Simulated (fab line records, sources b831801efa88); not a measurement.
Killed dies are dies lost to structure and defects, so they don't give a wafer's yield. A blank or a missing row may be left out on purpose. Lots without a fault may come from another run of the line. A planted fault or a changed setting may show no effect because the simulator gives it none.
Which tool did it? | flow sky130 | 11 lots, 33 wafers sampled, at 2 steps of a route of 708

WHAT THE GAUGES READ, wafer by wafer
SKY_METAL4_CD_MEAS_13: target cd 300 nm.
lot  | measured     | on        | cd_nm (nm)
L555 | day 42 03:37 | cd_sem-02 | 298.9 299.0 299.5
L556 | day 42 09:14 | cd_sem-02 | 301.8 301.8 300.8
L557 | day 42 22:56 | cd_sem-01 | 300.0 301.2 301.1
L558 | day 43 03:11 | cd_sem-01 | 304.2 304.1 305.8
L563 | day 44 11:11 | cd_sem-01 | 298.3 270.3 300.7
L564 | day 44 20:20 | cd_sem-01 | 297.7 267.8 299.4
L569 | day 45 16:26 | cd_sem-01 | 300.8 299.8 299.0
L575 | day 47 08:24 | cd_sem-02 | 299.7 300.6 300.0
L576 | day 47 16:07 | cd_sem-02 | 301.3 301.3 301.7
L577 | day 47 16:44 | cd_sem-02 | 301.2 301.1 301.2
L578 | day 47 22:50 | cd_sem-01 | 302.0 303.3 301.5

WHICH TOOL RAN EACH LOT (tool, then ch and the chambers of the sampled wafers, then the start)
lot  | SKY_METAL4_EXPOSE_10
L555 | krf_scanner-02 ch 0, day 41 14:59
L556 | krf_scanner-02 ch 0, day 41 21:17
L557 | krf_scanner-02 ch 0, day 42 11:44
L558 | krf_scanner-01 ch 0, day 42 15:31
L563 | krf_scanner-01 ch 0, day 44 00:44
L564 | krf_scanner-01 ch 0, day 44 09:29
L569 | krf_scanner-02 ch 0, day 45 05:46
L575 | krf_scanner-01 ch 0, day 46 22:09
L576 | krf_scanner-02 ch 0, day 47 05:44
L577 | krf_scanner-01 ch 0, day 47 06:55
L578 | krf_scanner-01 ch 0, day 47 13:15
- SKY_METAL4_EXPOSE_10: exposes mask MM4, target cd 300 nm.

THE ANSWER, worked out from the rows above alone
Rule: what is usual is taken from the lots themselves. Put in order of their means at a reading, lots are off if they are a third of the lots or fewer, leave a main group of 4 or more, and stand apart from it by a gap of 3 or more times the standard deviation of the main group's means; of several such gaps the widest counts. A main group whose means are all the same, to the digits that the tables above print for the reading, isn't used. A lot without any number at a reading at which 4 lots or more have one is off too. The other lots that the step has rows for count as sound.
Off: L563, L564, at SKY_METAL4_CD_MEAS_13 (cd_nm). The main group: mean 301.2 nm, standard deviation 1.5.
A tool fits if, at a process step before that reading, it ran every lot that is off, and no sound lot after the first of them. The gauges at SKY_METAL4_CD_MEAS_13 are tried like those tools. None of those tried fits.

WHAT THE SIMULATOR HAD PUT IN
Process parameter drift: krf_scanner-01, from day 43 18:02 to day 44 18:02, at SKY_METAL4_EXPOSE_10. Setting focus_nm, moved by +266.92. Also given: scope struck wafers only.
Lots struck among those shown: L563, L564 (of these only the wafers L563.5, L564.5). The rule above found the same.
